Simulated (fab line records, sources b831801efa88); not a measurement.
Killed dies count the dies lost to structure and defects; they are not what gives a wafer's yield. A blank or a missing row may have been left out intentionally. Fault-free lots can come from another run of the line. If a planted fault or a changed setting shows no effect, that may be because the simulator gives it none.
A lot that was struck, set against a sound lot -- flow gf180mcu -- 17 out of 602 route steps
Sound: wafers L912.2, L912.4, L912.6. Struck: wafers L933.1, L933.4, L933.6. The cause is given at the end.
Order at every step that has rows: each side's tool, ch and its chambers, its first start. Under that, the readings that differ: sound wafers -- struck wafers -- difference of the means -- sigmas: that difference in standard deviations of wafers without a fault.
alike: readings whose means differ by less than 2 such deviations, and words and numbers that are the same on both sides. not compared: withheld readings, readings that some wafer has no value for, bounds like >300 that may hide the same value, and numbers for which the record gives no deviation and whose values overlap.
The two part at a step that has a row with sigmas, a row that says differs or no value, or rows on one side only. When numbers do not overlap yet have no deviation, they are printed without sigmas and do not part them. A reading that every wafer of one side lacks parts them only if that side has two wafers or more.

first, 2 steps without rows for these wafers: GF_HV_LDD_PEB_44; GF_HV_LDD_DEVELOP_45 (develop time 60 s).
GF_HV_LDD_CD_MEAS_46 targets a cd of 400 nm.
  struck on cd_sem-02, day 19 09:23; sound on cd_sem-02, day 12 06:18
  alike: cd_nm
GF_HV_LDD_OVL_MEAS_47:
  struck on overlay-02, day 19 09:31; sound on overlay-01, day 12 06:24
  alike: HV_LDD_03_OVL
next, for these wafers, 1 step has no rows: GF_HV_LDD_IMPLANT_48.
GF_HV_LDD_STRIP_49: strips in O2/N2.
  sound on plasma_asher-03 ch 0,1, day 12 06:35; struck on plasma_asher-02 ch 0,1, day 19 09:42
  alike: drypump_motor_current_A, heater_power_w, oes_product_au, strip_time_to_endpoint_s
  not compared: rf_hours_counter_h
GF_HV_LDD_TW_MEAS_50:
  struck on film_metro-04, day 19 09:48; sound on film_metro-01, day 12 06:41
  alike: HV_LDD_4_TW
then, 1 step without rows for these wafers: GF_HV_LDD_CLEAN_51 (cleans in SC1/SC2, time 150 s).
GF_HV_LDD_RTA_52: time 10 s.
  sound on rtp_anneal-02 ch 0, day 12 06:49; struck on rtp_anneal-01 ch 0, day 19 09:55
reading,sound,struck,difference,sigmas
wafer_temp_C_max,1008.6 1005.7 1007.0,1003.4 1003.9 1002.8,-3.7,-2
  alike: lamp_power_pct
GF_HV_LDD_RS_MEAS_53: uses a four-point probe to measure.
  struck on film_metro-02, day 19 09:58; sound on film_metro-02, day 12 06:53
reading,sound,struck,difference,sigmas
HV_LDD_RS (ohm/sq),417.8 417.5 417.6,419.6 419.8 419.7,+2.1,+2
then, 1 step without rows for these wafers: GF_HV_LDD_CVD_54 (deposits SiO2 from TEOS, target thk 10 nm, time 75 s).
GF_HV_LDD_THK_MEAS_55:
  struck on film_metro-04, day 19 11:07; sound on film_metro-02, day 12 08:01
  alike: HV_LDD_CVD_54_THK
GF_HV_LDD_CVD_56: deposits Si3N4 from DCS/NH3, target thk 90 nm, time 1543 s.
  sound on lpcvd-01 ch 1, day 12 08:04; struck on lpcvd-01 ch 1, day 19 12:19
reading,sound,struck,difference,sigmas
spike_tc_centre_C (C),771.6 772.9 772.5,775.3 776.1 774.5,+3.0,+2
spike_tc_lower_C (C),768.1 771.7 768.8,775.3 773.3 772.9,+4.3,+4
susceptor_temp_C (C),770.5 769.7 770.3,773.8 773.2 773.6,+3.4,+11
model.Si3N4_of_HV_LDD_CVD_56.thk_nm (nm),90.12 90.33 90.92,96.4 96.37 96.51,+6.0,
  alike: pressure_mtorr
GF_HV_LDD_THK_MEAS_57:
  struck on film_metro-04, day 19 13:45; sound on film_metro-04, day 12 09:30
reading,sound,struck,difference,sigmas
HV_LDD_CVD_56_THK (nm),90.2 90.3 91.0,96.4 96.4 96.5,+5.9,+7
GF_HV_LDD_ETCHBACK_58: etches Si3N4 in CH3F/O2, stops on SiO2, time 100 s, target depth 90 nm.
  sound on rie_diel-03 ch 0,1,2, day 12 09:33; struck on rie_diel-02 ch 0,1,3, day 19 13:49
reading,sound,struck,difference,sigmas
oes_product_au (a.u.),0.846 0.846 0.846,0.876 0.879 0.880,+0.032,+5
model.etch.depth_nm (nm),90.12 90.33 90.92,96.4 96.37 96.51,+6.0,
  alike: drypump_motor_current_A, throttle_valve_pct
  not compared: rf_hours_counter_h
then, 2 steps without rows for these wafers: GF_NSD_DEHYDRATE_00 (time 60 s); GF_PASSIVATION_PROBE_99.

## WHERE THEY PART
At GF_HV_LDD_RTA_52 first; at GF_HV_LDD_ETCHBACK_58 last (within this record only).

WHY: the cause the simulator had injected
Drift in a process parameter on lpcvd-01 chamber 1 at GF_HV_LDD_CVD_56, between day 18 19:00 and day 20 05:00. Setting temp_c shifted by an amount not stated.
